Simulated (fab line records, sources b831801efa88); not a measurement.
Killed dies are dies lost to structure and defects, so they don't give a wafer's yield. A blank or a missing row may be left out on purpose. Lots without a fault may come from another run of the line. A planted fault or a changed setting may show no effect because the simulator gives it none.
Problem report in the 8D (eight disciplines) form, filled by code | flow sky130 | the parts of the form that need people (team, actions taken, sign-off) are left out

1. THE PROBLEM
prime_temp_c at SKY_PAD_OPEN_HMDS_01 reads a mean of 124.43 C on 9 wafers of 3 lots; wafers without a fault read 120.00 C with a standard deviation of 0.11. That is +40 standard deviations from the usual mean.
The step: prime time 60 s.
First seen on wafer L227.1, day 46 08:44, on litho_track-04. The record holds 39 wafers of 13 lots with a number at this step. Rule for "out", or "out of limits": more than 4 standard deviations from the usual mean. The other wafers with a number count as sound.

2. WHAT IT IS AND WHAT IT IS NOT
question                    | is                     | is not
which readings at this step | prime_temp_c           | -
which lots                  | L227, L228, L229       | L223, L224, L225, L238, L239, L240, L241, L242, L244, L246
which wafers of those lots  | all that have a number | -
read on which tools         | litho_track-04         | litho_track-01, litho_track-02
when                        | from day 46 08:44      | up to then (9 sound wafers); but 21 sound wafers of L238, L239, L240, L241, L242, L244, L246 came after

3. SUSPECTS, AND WHAT RULES EACH OUT
Counting: a tool at a process step up to the reading stays a suspect if it ran every lot that is out and no sound lot after the first of them.
- litho_track-04 at SKY_PAD_OPEN_HMDS_01 (prime time 60 s): ruled out as a lasting fault. Sound lots L239 ran on it after its first lot that is out, L227 (day 46 08:44).
Left after counting: nothing in the record.

4. THE CAUSE (what the simulator had put in)
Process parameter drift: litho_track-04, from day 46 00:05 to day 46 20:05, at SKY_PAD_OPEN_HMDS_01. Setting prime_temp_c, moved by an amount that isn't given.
Counting ruled it out, wrongly.

5. THE CHAIN OF EFFECTS, in route order
Each row: a reading whose mean over the struck wafers that have a number lies more than 3 standard deviations from the usual. Only readings for which the record gives a usual standard deviation are gone through. hours: the time from each lot's start at the first step in this table that gives one to its start at this step, as a median over the lots. sigmas: the change in usual standard deviations.
hours | step                 | reading      | usual    | on struck wafers | change | sigmas
0     | SKY_PAD_OPEN_HMDS_01 | prime_temp_c | 120.00 C | 124.43           | +4.43  | +40
The process steps in it:
- SKY_PAD_OPEN_HMDS_01: prime time 60 s.

6. WHAT WOULD HAVE CAUGHT IT SOONER
In this record the first reading out of limits was taken at day 46 08:44, 9 hours after the fault began at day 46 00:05.
